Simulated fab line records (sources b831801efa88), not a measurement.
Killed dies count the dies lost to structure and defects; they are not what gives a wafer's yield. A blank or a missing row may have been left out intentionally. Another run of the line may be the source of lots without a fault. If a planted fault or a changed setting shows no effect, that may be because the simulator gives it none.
Which of the tools did it? / flow sfq line / 15 lots (45 wafers sampled), 1 step of a 325-step route

## WHAT EACH GAUGE READ, for each wafer
The record lacks any reading of a measuring or inspecting step that a usual standard deviation could be used to judge.

## WHAT TOOL EACH LOT RAN ON (gives the tool, then ch and the chambers of the sampled wafers, and finally the start)
lot=L923; SFQ_TRILAYER_M1_LITHO_EXPOSE_040=krf scanner-02 ch 0, day 24 05:05
lot=L924; SFQ_TRILAYER_M1_LITHO_EXPOSE_040=krf scanner-01 ch 0, day 24 21:12
lot=L925; SFQ_TRILAYER_M1_LITHO_EXPOSE_040=krf scanner-02 ch 0, day 25 10:53
lot=L926; SFQ_TRILAYER_M1_LITHO_EXPOSE_040=krf scanner-02 ch 0, day 25 21:17
lot=L928; SFQ_TRILAYER_M1_LITHO_EXPOSE_040=krf scanner-02 ch 0, day 26 12:53
lot=L929; SFQ_TRILAYER_M1_LITHO_EXPOSE_040=krf scanner-01 ch 0, day 27 03:48
lot=L930; SFQ_TRILAYER_M1_LITHO_EXPOSE_040=krf scanner-02 ch 0, day 27 15:24
lot=L936; SFQ_TRILAYER_M1_LITHO_EXPOSE_040=krf scanner-01 ch 0, day 29 12:40
lot=L937; SFQ_TRILAYER_M1_LITHO_EXPOSE_040=krf scanner-01 ch 0, day 29 18:16
lot=L938; SFQ_TRILAYER_M1_LITHO_EXPOSE_040=krf scanner-01 ch 0, day 29 23:16
lot=L940; SFQ_TRILAYER_M1_LITHO_EXPOSE_040=krf scanner-02 ch 0, day 31 05:23
lot=L942; SFQ_TRILAYER_M1_LITHO_EXPOSE_040=krf scanner-02 ch 0, day 31 20:47
lot=L943; SFQ_TRILAYER_M1_LITHO_EXPOSE_040=krf scanner-02 ch 0, day 32 10:11
lot=L944; SFQ_TRILAYER_M1_LITHO_EXPOSE_040=krf scanner-02 ch 0, day 33 01:35
lot=L945; SFQ_TRILAYER_M1_LITHO_EXPOSE_040=krf scanner-02 ch 0, day 33 09:59
- SFQ_TRILAYER_M1_LITHO_EXPOSE_040: exposes mask M1, target cd 500 nm.

## WHAT THE TOOLS THEMSELVES READ (means of the sampled wafers that have a number; where no wafer has one, the mark that the record gives instead)
SFQ_TRILAYER_M1_LITHO_EXPOSE_040. Usual: exposure dose mJ cm2 14.399, standard deviation 0.014.
lot=L923; tool=krf scanner-02; exposure dose mJ cm2=14.390; flag=
lot=L924; tool=krf scanner-01; exposure dose mJ cm2=14.389; flag=
lot=L925; tool=krf scanner-02; exposure dose mJ cm2=14.393; flag=
lot=L926; tool=krf scanner-02; exposure dose mJ cm2=14.412; flag=
lot=L928; tool=krf scanner-02; exposure dose mJ cm2=14.408; flag=
lot=L929; tool=krf scanner-01; exposure dose mJ cm2=14.414; flag=
lot=L930; tool=krf scanner-02; exposure dose mJ cm2=14.386; flag=
lot=L936; tool=krf scanner-01; exposure dose mJ cm2=17.641; flag=OFF
lot=L937; tool=krf scanner-01; exposure dose mJ cm2=17.618; flag=OFF
lot=L938; tool=krf scanner-01; exposure dose mJ cm2=17.639; flag=OFF
lot=L940; tool=krf scanner-02; exposure dose mJ cm2=14.394; flag=
lot=L942; tool=krf scanner-02; exposure dose mJ cm2=14.389; flag=
lot=L943; tool=krf scanner-02; exposure dose mJ cm2=14.398; flag=
lot=L944; tool=krf scanner-02; exposure dose mJ cm2=14.392; flag=
lot=L945; tool=krf scanner-02; exposure dose mJ cm2=14.412; flag=

## THE ANSWER, worked out from the rows above alone
Rule: a lot counts as off when the mean over its wafers that have a number is more than 3 standard deviations away from the usual mean. A lot without any number at a reading at which 4 lots or more have one is off too. Any other lot the step has rows for is counted as sound. After the gauges, taken in route order, come the tools' own readings; for these a lot's mean is taken, as printed above. At the first step where some lot is off, the reading lying furthest off is the one used; lots without a number count as furthest.
Off, at SFQ_TRILAYER_M1_LITHO_EXPOSE_040 on exposure dose mJ cm2: L936, L937, L938.
If a tool, at that step or one of the process steps before it, ran each lot that is off and ran no sound lot following the first of them, it fits. One fits: SFQ_TRILAYER_M1_LITHO_EXPOSE_040 on krf scanner-01. Its last sound lot is L929 (day 27 03:48), its first lot that is off L936 (day 29 12:40): a fault that began between those two fits.
The tool's own readings at SFQ_TRILAYER_M1_LITHO_EXPOSE_040 bear it out: on the lots that are off they differ by more than 5 times the standard deviation of the sound lots' means. exposure dose mJ cm2 reads 17.633 there against 14.398 on the sound lots.

## WHAT WAS PUT IN BY THE SIMULATOR
Process parameter drift: krf scanner-01, from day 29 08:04 on, at SFQ_TRILAYER_M1_LITHO_EXPOSE_040. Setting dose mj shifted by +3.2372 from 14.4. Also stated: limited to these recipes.
Lots struck among those shown: L936, L937, L938. The rule above reached the same finding.
